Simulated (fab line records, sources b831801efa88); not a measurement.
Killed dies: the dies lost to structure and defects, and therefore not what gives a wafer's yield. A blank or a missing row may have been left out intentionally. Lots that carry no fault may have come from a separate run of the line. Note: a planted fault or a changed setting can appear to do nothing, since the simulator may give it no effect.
Problem report in the 8D (eight disciplines) form, filled by code	flow sky130	the parts of the form that need people (team, actions taken, sign-off) are left out

1. THE PROBLEM
Wafers with no fault read 25 with a standard deviation of 5.7, whereas killed_at_contacts at SKY_PAD_OPEN_PROBE_99 reads a mean of 78 on 1 wafer of 1 lot. That puts it +9.3 standard deviations away from the usual mean.
First observed at day 48 14:27: wafer L875.4, on prober-02. Wafers with a number at this step in the record: 12, from 4 lots. Rule for "out", or "out of limits": more than 4 standard deviations from the usual mean. Any other wafer with a number is counted as sound.

2. WHAT IT IS, AND WHAT IT ISN'T
question	is	is not
which readings at this step	killed_at_contacts, killed_dies	killed_at_M0_to_M3, killed_at_M4_up, killed_at_front_end, killed_at_other, killed_open, killed_short
which lots	L875	L865, L869, L872
which wafers of those lots	L875.4	L875.3, L875.5
read on which tools	prober-02	prober-01
when	from day 48 14:27	up to then (10 sound wafers); but 1 sound wafer of L875 came after

3. SUSPECTS, AND WHAT RULES EACH OUT
Counting: any tool at a process step up to the reading remains a suspect provided it ran every lot that is out. Sound lots after the first of them don't rule it out here, since some wafers of a struck lot are sound.
- pvd_sputter-02 at SKY_CONTACT_SPUTTER_23 (material TiN, target thk 20 nm, time 80 s): kept. The lot that is out, L875, ran on it at day 35 10:18; the last sound lot it ran before that was L865, at day 32 07:55.
- pvd_sputter-03 at SKY_METAL5_SPUTTER_04 (material TiN, target thk 70 nm, time 58.3 s): kept. It ran the lot that is out, L875 (day 46 00:24).
- pecvd-04 at SKY_PASSIVATION_CVD_02 (deposits Si3N4, target thk 540 nm): kept. The lot that is out, L875, ran on it at day 46 20:28; the last sound lot it ran before that was L869, at day 45 11:58.
- rie_diel-01 at SKY_PASSIVATION_ETCH_11 (etches the open film in CF4/O2, stops on AlCu, target depth 725 nm, time 161.1 s): kept. It ran the lot that is out, L875 (day 47 16:26).
- prober-02 at SKY_PAD_OPEN_PROBE_99: kept. The lot that is out, L875, ran on it at day 48 14:24; the last sound lot it ran before that was L869, at day 47 08:10. Its own readings are out on those wafers: killed_at_contacts, killed_dies.
- pecvd-04, SKY_PASSIVATION_CVD_02: wafers that are out in chamber 2, sound lot-mates in chambers 0, 1.
- At SKY_PASSIVATION_ETCH_11 on rie_diel-01, chamber 1 took the sound wafers of the same lots and chamber 2 took the wafers that are out.
Left after counting: pvd_sputter-02 at SKY_CONTACT_SPUTTER_23, pvd_sputter-03 at SKY_METAL5_SPUTTER_04, pecvd-04 at SKY_PASSIVATION_CVD_02, rie_diel-01 at SKY_PASSIVATION_ETCH_11, prober-02 at SKY_PAD_OPEN_PROBE_99.

4. THE CAUSE (what the simulator had put in)
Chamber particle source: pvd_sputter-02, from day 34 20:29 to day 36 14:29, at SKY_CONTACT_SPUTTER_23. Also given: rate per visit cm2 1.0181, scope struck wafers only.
This tool is one of the 5 suspects left after counting.

5. THE EFFECT CHAIN, in route order
Each row: a reading whose mean over the struck wafers that have a number lies more than 3 standard deviations from the usual. Scope: only readings with a usual standard deviation given in the record; hours: median across lots of the time from each lot's start at the first step in this table that gives one to its start at this step; sigmas: change in usual standard deviations.
hours	step	reading	usual	on struck wafers	change	sigmas
0	SKY_PAD_OPEN_PROBE_99	killed_at_contacts	25	78	+53	+9.3
0	SKY_PAD_OPEN_PROBE_99	killed_dies	88	144	+56	+5.9
The process steps in it:
- SKY_PAD_OPEN_PROBE_99

6. HOW IT WOULD HAVE BEEN CAUGHT EARLIER
330 hours passed between the start of the fault at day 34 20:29 and the first reading out of limits in this record, taken at day 48 14:27.
No tool reading at SKY_CONTACT_SPUTTER_23 that has a usual standard deviation in the record was out on any struck wafer, so an alarm limit of 4 standard deviations on those readings would not have fired.
Lots out: 1; all had begun SKY_CONTACT_SPUTTER_23 on pvd_sputter-02 by day 48 14:27. Had the tool been put on hold then, not one of them would have been saved.
